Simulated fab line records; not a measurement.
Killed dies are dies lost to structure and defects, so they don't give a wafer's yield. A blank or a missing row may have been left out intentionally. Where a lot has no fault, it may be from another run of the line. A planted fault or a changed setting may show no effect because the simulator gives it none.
The same fault as seen by 2 desks / flow gf180mcu / every desk sees just its own numbers, and what lay behind them comes last

== AT THE TOOL OWNER'S DESK: pvdSputter-04 ==
At GF_CONTACT_SPUTTER_23 (material TiN, target thk 10 nm, time 40 s) the tool's own readings: per lot run on this tool, the mean of the sampled wafers that have a number. A lot is out of limits, marked OUT, if its mean lies more than 4 standard deviations from the usual mean; the brackets give that distance.
Columns: A = throttleValvePct at GF_CONTACT_SPUTTER_23, usual 30.2 %
lot=L174; first seen here=day 15 11:21; A=30.0
lot=L179; first seen here=day 17 14:43; A=30.1
lot=L183; first seen here=day 18 20:44; A=29.8
lot=L187; first seen here=day 20 13:56; A=29.9
lot=L188; first seen here=day 20 16:08; A=30.7
This desk found nothing out of limits on any of the 5 lots.

== METROLOGY DESK ==
Lot by lot, what the gauges showed, no matter which tool ran the lot: averages of those sampled wafers that carry a number. A lot is out of limits, marked OUT, if its mean lies more than 4 standard deviations from the usual mean; the brackets give that distance.
Columns: A = V5_W_THK at GF_V5_THK_MEAS_25, usual 346 nm; B = TOP_METAL_ALCU_RS at GF_TOP_METAL_RS_MEAS_05, usual 0.0327 ohm/sq
lot=L174; first seen here=day 26 15:35; A=349; B=0.0326
lot=L177; first seen here=day 28 01:35; A=350; B=0.0329
lot=L178; first seen here=day 28 10:32; A=351; B=0.0330
lot=L179; first seen here=day 28 18:43; A=347; B=0.0329
lot=L182; first seen here=day 29 14:07; A=338; B=0.0327
lot=L183; first seen here=day 29 16:34; A=351; B=0.0326
lot=L187; first seen here=day 30 23:06; A=347; B=0.0327
lot=L188; first seen here=day 30 23:25; A=353; B=0.0325
lot=L190; first seen here=day 31 13:43; A=351; B=0.0331
lot=L192; first seen here=day 32 01:44; A=342; B=0.0329
lot=L193; first seen here=day 32 08:11; A=344; B=0.0329
lot=L195; first seen here=day 32 16:58; A=342; B=0.0332
lot=L194; first seen here=day 32 19:43; A=348; B=0.0321
lot=L196; first seen here=day 33 02:35; A=345; B=0.0325
This desk found nothing out of limits on any of the 14 lots.

== BROUGHT TOGETHER ==
Nothing out of limits was seen by the tool owner's desk.
The metrology desk saw nothing out of limits.

== WHAT WAS PUT IN BY THE SIMULATOR ==
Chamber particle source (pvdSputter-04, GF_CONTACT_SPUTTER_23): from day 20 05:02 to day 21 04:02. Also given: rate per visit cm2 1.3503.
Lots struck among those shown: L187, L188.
